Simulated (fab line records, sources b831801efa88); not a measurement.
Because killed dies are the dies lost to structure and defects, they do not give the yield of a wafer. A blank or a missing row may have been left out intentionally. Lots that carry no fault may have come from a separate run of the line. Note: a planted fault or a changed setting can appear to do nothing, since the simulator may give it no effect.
Which tool was responsible? :: flow sky130 :: 39 wafers from 14 lots sampled at 3 of the route's 708 steps

## WHAT EACH GAUGE READ, for each wafer
SKY_LDD_P_TW_MEAS_11.
lot: L416
measured: day 18 18:12
on: filmMetro-03
LDD_P_TW: 640 637 637

lot: L418
measured: day 19 09:39
on: filmMetro-04
LDD_P_TW: 644 642 644

lot: L421
measured: day 20 16:36
on: filmMetro-04
LDD_P_TW: 635 642 638

lot: L424
measured: day 22 01:51
on: filmMetro-04
LDD_P_TW: 637 638 640

lot: L425
measured: day 22 07:37
on: filmMetro-04
LDD_P_TW: 636 639 638

lot: L426
measured: day 22 20:09
on: filmMetro-03
LDD_P_TW: 641 643 643

lot: L428
measured: day 23 13:51
on: filmMetro-03
LDD_P_TW: 638 641 641

lot: L430
measured: day 24 08:07
on: filmMetro-04
LDD_P_TW: 645 639 643

lot: L429
measured: day 24 09:40
on: filmMetro-01
LDD_P_TW: 630 628 630

lot: L432
measured: day 24 21:59
on: filmMetro-03
LDD_P_TW: 645 639 639

lot: L433
measured: day 25 07:05
on: filmMetro-01
LDD_P_TW: 625 626

lot: L434
measured: day 25 23:55
on: filmMetro-04
LDD_P_TW: 646 642

lot: L435
measured: day 26 03:40
on: filmMetro-03
LDD_P_TW: 636 635

lot: L439
measured: day 27 11:31
on: filmMetro-01
LDD_P_TW: 626 632 630

SKY_SPACER_THK_MEAS_01.
lot: L416
measured: day 22 17:38
on: filmMetro-03
SPACER_CVD_00_THK (nm): 42.8 43.0 43.0

lot: L418
measured: day 23 09:35
on: filmMetro-03
SPACER_CVD_00_THK (nm): 42.5 42.6 42.8

lot: L421
measured: day 24 16:10
on: filmMetro-01
SPACER_CVD_00_THK (nm): 43.7 43.8 43.8

lot: L424
measured: day 25 22:24
on: filmMetro-04
SPACER_CVD_00_THK (nm): 42.9 42.8 42.5

lot: L425
measured: day 26 03:18
on: filmMetro-03
SPACER_CVD_00_THK (nm): 43.4 43.1 43.2

lot: L426
measured: day 26 14:27
on: filmMetro-01
SPACER_CVD_00_THK (nm): 43.5 43.6 43.0

lot: L428
measured: day 27 07:29
on: filmMetro-03
SPACER_CVD_00_THK (nm): 43.0 42.9 42.9

lot: L430
measured: day 28 02:41
on: filmMetro-03
SPACER_CVD_00_THK (nm): 42.7 42.8 42.5

lot: L429
measured: day 28 05:14
on: filmMetro-03
SPACER_CVD_00_THK (nm): 42.9 43.1 43.0

lot: L432
measured: day 28 14:32
on: filmMetro-03
SPACER_CVD_00_THK (nm): 43.3 42.6 43.0

lot: L433
measured: day 28 23:05
on: filmMetro-04
SPACER_CVD_00_THK (nm): 42.8 42.7

lot: L434
measured: day 29 15:22
on: filmMetro-03
SPACER_CVD_00_THK (nm): 43.5 43.1

lot: L435
measured: day 29 20:05
on: filmMetro-01
SPACER_CVD_00_THK (nm): 43.6 43.2

lot: L439
measured: day 31 00:31
on: filmMetro-01
SPACER_CVD_00_THK (nm): 43.6 43.5 43.7

SKY_SD_P_TW_MEAS_11.
lot: L416
measured: day 25 05:42
on: filmMetro-02
SD_P_TW: 2785 2774 2775

lot: L418
measured: day 25 21:03
on: filmMetro-02
SD_P_TW: 2774 2768 2785

lot: L421
measured: day 27 03:37
on: filmMetro-03
SD_P_TW: 2857 2855 2858

lot: L424
measured: day 28 08:57
on: filmMetro-03
SD_P_TW: 2878 2855 2862

lot: L425
measured: day 28 13:07
on: filmMetro-02
SD_P_TW: 2772 2779 2770

lot: L426
measured: day 29 00:18
on: filmMetro-04
SD_P_TW: 2830 2832 2838

lot: L428
measured: day 29 17:00
on: filmMetro-02
SD_P_TW: 2779 2761 2783

lot: L430
measured: day 30 10:47
on: filmMetro-04
SD_P_TW: 2856 2872 2848

lot: L429
measured: day 30 13:15
on: filmMetro-02
SD_P_TW: 2776 2782 2774

lot: L432
measured: day 30 22:01
on: filmMetro-02
SD_P_TW: 2775 2763 2792

lot: L433
measured: day 31 06:05
on: filmMetro-03
SD_P_TW: 2843 2855

lot: L434
measured: day 31 23:07
on: filmMetro-02
SD_P_TW: 2785 2786

lot: L435
measured: day 32 03:04
on: filmMetro-04
SD_P_TW: 2850 2837

lot: L439
measured: day 33 06:50
on: filmMetro-03
SD_P_TW: 2886 2861 2860

## WHAT TOOL EACH LOT RAN ON (gives the tool, then ch and the chambers of the sampled wafers, and finally the start)
The record holds no process step before these readings.

## WHAT THE TOOLS THEMSELVES READ (means of the sampled wafers that have a number; where no wafer has one, the mark that the record gives instead)
The record holds no such reading with a usual standard deviation.

## THE ANSWER, worked out from the rows above alone
Rule: what is usual is taken from the lots themselves. Put in order of their means at a reading, lots are off if they are a third of the lots or fewer, leave a main group of 4 or more, and stand apart from it by a gap of 3 or more times the standard deviation of the main group's means; of several such gaps the widest counts. If all means in a main group match to the digits the tables above print for the reading, that group is not used. Also off: a lot with no number at a reading for which 4 or more lots have one. Any other lot the step has rows for is counted as sound. First the gauges in route order, then the tools' own readings, where a lot's mean is used as printed above. At the first step where some lot is off, the reading lying furthest off is the one used; lots without a number count as furthest.
None of the lots is off at any reading shown; this tells nothing.

## WHAT THE SIMULATOR HAD PUT IN
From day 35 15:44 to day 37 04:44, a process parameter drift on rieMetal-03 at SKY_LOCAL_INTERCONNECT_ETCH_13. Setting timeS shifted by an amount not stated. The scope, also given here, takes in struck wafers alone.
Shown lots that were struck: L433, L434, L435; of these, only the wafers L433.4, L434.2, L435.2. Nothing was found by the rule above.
